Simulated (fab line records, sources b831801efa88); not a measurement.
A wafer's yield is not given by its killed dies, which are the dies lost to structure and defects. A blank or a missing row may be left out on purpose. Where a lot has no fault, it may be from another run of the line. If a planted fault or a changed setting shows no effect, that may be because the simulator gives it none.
fab line records    flow sfq_line
[record] lots = 11  wafers = 33  last_day = 83
route steps=325 shown INCOMING@2 I0@46 I2@113 M4@150
lots with no fault: from the same line, run without faults
start_h: hours from the record's opening day to when the first of the lot's shown wafers began    wait_h: time in hours since the lot's previous step    " the same as in the row above    L1.1+2: a single row standing in for several wafers    - value missing, or start not given    * or withheld: withheld    < > ~ a bound
route shown NAME@n: a module of which the file shows steps, and the number in the route of the first    usual: average and standard deviation across the fault-free wafers    same: alike in all rows    chamber/n: place in a boat    sites: readings site by site    _std_site: how widely they spread, as a standard deviation    _edge_site: inner sites' mean taken away from outer sites' mean    radius_mm: how far each site lies from the wafer's centre    mask NAME#n: copy n    behind: the last tool/chamber to shape the wafer    hold: reason for holding the lot/hours on hold/outcome of the hold    device: the transistor (n, p or np) that didn't switch    end of line: the tests these same wafers got at the end of their route    a step with no rows: only its recipe    killed: not the wafer's yield, but the dies lost to structure and defects at the first sort    map: per-die view of a wafer (x killed, . not killed, _ where there is no die)
set.NAME: the setting as run; set.NAME@STEP: as run at that earlier step    model.NAME: the simulator's own value behind a step, which no gauge read
steps of the route over a sample of lots; a table a step, a row a wafer
services: the hour from which a tool's chamber was out of use, counted from the record's first day as start_h (under 0 if before that day), plus the number of hours and why
[[steps]]
[step SFQ_TRILAYER_INCOMING_OXIDATION_002]
[recipe] temp_c = 1000  ambient = H2O  target_thk_a = 5000  p_h2o_torr = 720  ox_time_s = 4939
[usual] spike_tc_bottom_C = 1015.8/2.6  spike_tc_centre_C = 1000.3/1.4  spike_tc_lower_C = 1000.0/0.96  spike_tc_upper_C = 999.5/1  tube_center_temp_C = 1000/0.091  tube_center_temp_C_max = 1002.6/0.42
lot.wafer  tool        chamber  start_h  wait_h  spike_tc_bottom_C  spike_tc_centre_C  spike_tc_lower_C  spike_tc_upper_C  tube_center_temp_C  tube_center_temp_C_max
L603.2     furnace-02  0        10.12    0.1     1017.6             997.9              999.4             999.5             999.96              1002.7
L603.4     "           0        "        "       1016.8             1001.4             1000.5            999.4             999.97              1002.2
L603.5     "           0        "        "       1018.4             999.2              1000.5            1000.0            999.97              1002.7
L604.3     furnace-01  0        15.12    0.1     1014.5             1001.7             999.7             999.3             999.97              1002.9
L604.4     "           0        "        "       1012.8             1001.3             999.9             999.5             999.88              1002.4
L604.6     "           0        "        "       1012.1             1002.3             1000.7            1000.6            1000.1              1002.4
L605.3     furnace-02  0        20.12    0.1     1018.1             998.9              999.6             1000.3            1000                1002.2
L605.4     "           0        "        "       1017.7             1001.7             998.9             1000.9            999.97              1002.7
L605.5     "           0        "        "       1019.0             1000.2             1001.5            999.2             999.91              1002.7
L606.1     furnace-01  0        25.12    0.1     1011.8             1000.3             1001.1            1000.9            1000                1003.7
L606.3     "           0        "        "       1013.9             1001.1             1000.9            1002.0            1000.2              1003.3
L606.4     "           0        "        "       1014.5             1000.4             1000.1            1002.4            999.95              1002.4
L607.2     furnace-02  0        30.12    0.1     1020.0             997.9              999.0             998.9             999.91              1002.4
L607.5     "           0        "        "       1017.5             1001.2             1000.0            997.9             1000                1001.9
L607.6     "           0        "        "       1018.7             999.2              999.1             999.5             999.81              1001.9
L614.2     furnace-01  0        65.12    0.1     1004.5             993.4              991.3             991.8             991.05              993.5
L614.3     "           0        "        "       1003.7             992.0              990.0             989.9             991.07              993.3
L614.5     "           0        "        "       1005.7             991.5              990.7             991.7             990.97              993.1
L616.1     furnace-01  0        75.12    0.1     1005.2             992.1              991.2             991.0             991.07              993.0
L616.3     "           0        "        "       1005.3             993.8              992.1             991.1             990.91              993.0
L616.4     "           0        "        "       1003.7             994.3              992.6             991.9             991.06              994.1
L619.3     furnace-02  0        90.22    0.1     1016.0             1000.2             1000.5            1000.2            999.97              1003.4
L619.4     "           0        "        "       1017.6             998.6              1002.4            999.2             999.93              1001.8
L619.6     "           0        "        "       1018.0             1000.7             998.5             999.9             1000.1              1002.9
L621.1     furnace-02  0        100.12   0.1     1017.2             1000.4             999.4             998.7             1000.1              1002.2
L621.3     "           0        "        "       1016.0             1000.9             998.8             999.4             999.96              1002.6
L621.4     "           0        "        "       1017.8             999.5              999.4             1000.9            999.94              1001.9
L623.3     furnace-02  0        110.12   0.1     1018.1             999.3              1000.8            998.8             999.89              1002.1
L623.4     "           0        "        "       1017.9             999.5              999.6             999.0             1000.1              1002.9
L623.5     "           0        "        "       1018.0             998.3              998.8             999.3             1000.1              1003.0
L625.1     furnace-02  0        120.12   0.1     1017.0             1000.8             999.4             999.3             999.98              1002.5
L625.5     "           0        "        "       1018.4             998.6              999.5             999.0             1000.1              1002.0
L625.6     "           0        "        "       1017.3             999.1              999.5             997.5             1000.2              1003.2
[step SFQ_TRILAYER_I0_METRO_MEASURE_029]
[usual] thk_nm = 200.3/1
lot.wafer  tool           chamber  start_h  wait_h  thk_nm
L603.2     film_metro-03  -        186.68   0.3     202.3
L603.4     "              -        "        "       200.5
L603.5     "              -        "        "       202.6
L604.3     film_metro-03  -        195.05   0.5     198.9
L604.4     "              -        "        "       199.7
L604.6     "              -        "        "       199.1
L605.3     film_metro-01  -        204.05   0.5     199.2
L605.4     "              -        "        "       200.6
L605.5     "              -        "        "       200.0
L606.1     film_metro-03  -        208.28   0.1     201.9
L606.3     "              -        "        "       202.8
L606.4     "              -        "        "       200.2
L607.2     film_metro-03  -        214.10   0.3     198.9
L607.5     "              -        "        "       199.8
L607.6     "              -        "        "       198.3
L614.2     film_metro-03  -        288.06   0.3     199.3
L614.3     "              -        "        "       201.1
L614.5     "              -        "        "       200.7
L616.1     film_metro-03  -        293.86   0.1     200.9
L616.3     "              -        "        "       200.2
L616.4     "              -        "        "       200.9
L619.3     film_metro-03  -        307.16   0.5     200.7
L619.4     "              -        "        "       200.5
L619.6     "              -        "        "       200.0
L621.1     film_metro-03  -        321.76   0.1     200.6
L621.3     "              -        "        "       201.0
L621.4     "              -        "        "       200.9
L623.3     film_metro-01  -        336.26   0.5     200.2
L623.4     "              -        "        "       201.0
L623.5     "              -        "        "       199.9
L625.1     film_metro-03  -        350.30   0.1     200.0
L625.5     "              -        "        "       200.0
L625.6     "              -        "        "       200.5
[step SFQ_I2_OVL_MEAS_918]
[usual] I2_OVL = 1/5.1
lot.wafer  tool        chamber  start_h  wait_h  I2_OVL[nm]
L603.2     overlay-01  -        609.83   0.1     -8
L603.4     "           -        "        "       -7
L603.5     "           -        "        "       -11
L604.3     overlay-01  -        624.41   0.1     -9
L604.4     "           -        "        "       -9
L604.6     "           -        "        "       -8
L605.3     overlay-01  -        631.61   0.1     -9
L605.4     "           -        "        "       1
L605.5     "           -        "        "       -10
L606.1     overlay-01  -        643.60   0.1     8
L606.3     "           -        "        "       9
L606.4     "           -        "        "       8
L607.2     overlay-02  -        649.42   0.1     3
L607.5     "           -        "        "       -1
L607.6     "           -        "        "       1
L614.2     overlay-02  -        734.28   0.1     7
L614.3     "           -        "        "       4
L614.5     "           -        "        "       3
L616.1     overlay-02  -        742.67   0.1     -2
L616.3     "           -        "        "       -3
L616.4     "           -        "        "       -1
L619.3     overlay-01  -        763.21   0.1     5
L619.4     "           -        "        "       2
L619.6     "           -        "        "       0
L621.1     overlay-02  -        781.20   0.1     -4
L621.3     "           -        "        "       3
L621.4     "           -        "        "       0
L623.3     overlay-01  -        799.34   0.1     3
L623.4     "           -        "        "       5
L623.5     "           -        "        "       4
L625.1     overlay-02  -        814.59   0.1     -3
L625.5     "           -        "        "       -4
L625.6     "           -        "        "       -4
[step SFQ_M4_RS_MEAS_924]
[recipe] thk_meas_gauge = four-point-probe  reads = Nb_of_TRILAYER_M4_DEP_SPUTTER_091
[usual] M4_NB_RS = 0.891/0.0079
lot.wafer  tool           chamber  start_h  wait_h  M4_NB_RS[ohm/sq]
L603.2     film_metro-01  -        642.70   0.1     0.900
L603.4     "              -        "        "       0.905
L603.5     "              -        "        "       0.890
L604.3     film_metro-04  -        654.44   0.1     0.896
L604.4     "              -        "        "       0.893
L604.6     "              -        "        "       0.895
L605.3     film_metro-02  -        665.04   0.1     0.883
L605.4     "              -        "        "       0.884
L605.5     "              -        "        "       0.890
L606.1     film_metro-02  -        796.01   0.0     0.889
L606.3     "              -        "        "       0.887
L606.4     "              -        "        "       0.879
L607.2     film_metro-02  -        805.98   0.1     0.909
L607.5     "              -        "        "       0.899
L607.6     "              -        "        "       0.909
L614.2     film_metro-04  -        905.98   0.1     0.893
L614.3     "              -        "        "       0.884
L614.5     "              -        "        "       0.888
L616.1     film_metro-04  -        913.16   0.0     0.879
L616.3     "              -        "        "       0.878
L616.4     "              -        "        "       0.875
L619.3     film_metro-04  -        939.18   0.1     0.884
L619.4     "              -        "        "       0.900
L619.6     "              -        "        "       0.895
L621.1     film_metro-02  -        957.37   0.0     0.895
L621.3     "              -        "        "       0.886
L621.4     "              -        "        "       0.893
L623.3     film_metro-02  -        972.41   0.1     0.894
L623.4     "              -        "        "       0.884
L623.5     "              -        "        "       0.896
L625.1     film_metro-04  -        979.12   0.0     0.893
L625.5     "              -        "        "       0.893
L625.6     "              -        "        "       0.895
[[services]]
tool           chamber  start_h  hours  kind
furnace-02     -        24.03    2.7    pm
film_metro-01  -        24.21    0.5    pm
film_metro-01  -        25.26    12.2   pm
film_metro-03  -        36.39    0.8    pm
film_metro-03  -        71.05    20.2   pm
furnace-02     -        73.63    6.0    pm
film_metro-01  -        97.09    0.6    pm
film_metro-03  -        122.96   0.3    pm
film_metro-03  -        139.00   1.1    pm
furnace-01     -        147.49   3.0    pm
film_metro-01  -        157.33   3.1    pm
film_metro-03  -        179.60   4.2    repair
film_metro-03  -        183.95   1.1    pm
film_metro-01  -        187.33   0.5    pm
furnace-02     -        192.49   4.1    pm
furnace-02     -        229.53   4.5    pm
film_metro-03  -        245.78   1.9    pm
furnace-01     -        264.63   2.9    pm
film_metro-01  -        269.21   1.4    pm
film_metro-03  -        281.39   1.1    pm
furnace-01     -        314.22   3.9    pm
film_metro-01  -        341.51   1.3    pm
[[key]]
[first_sign] step = SFQ_TRILAYER_INCOMING_OXIDATION_002  reading = tube_center_temp_C  direction = down  sigmas = 90  usual = *  struck = *
[effect] step = SFQ_TRILAYER_INCOMING_OXIDATION_002  reading = tube_center_temp_C_max  direction = down  sigmas = 22  usual = *  struck = *
met_at SFQ_TRILAYER_INCOMING_OXIDATION_002
struck_lots L614,L616
not_acting_at SFQ_TRILAYER_I0_METRO_MEASURE_029,SFQ_I2_OVL_MEAS_918,SFQ_M4_RS_MEAS_924
onset_between 25.12 65.12
[fault] kind = process_parameter_drift  tool = furnace-01  chamber = -  onset_h = 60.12  steps = SFQ_TRILAYER_INCOMING_OXIDATION_002  channel = temp_c  offset = *  shape = step  end_h = 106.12  stated = *
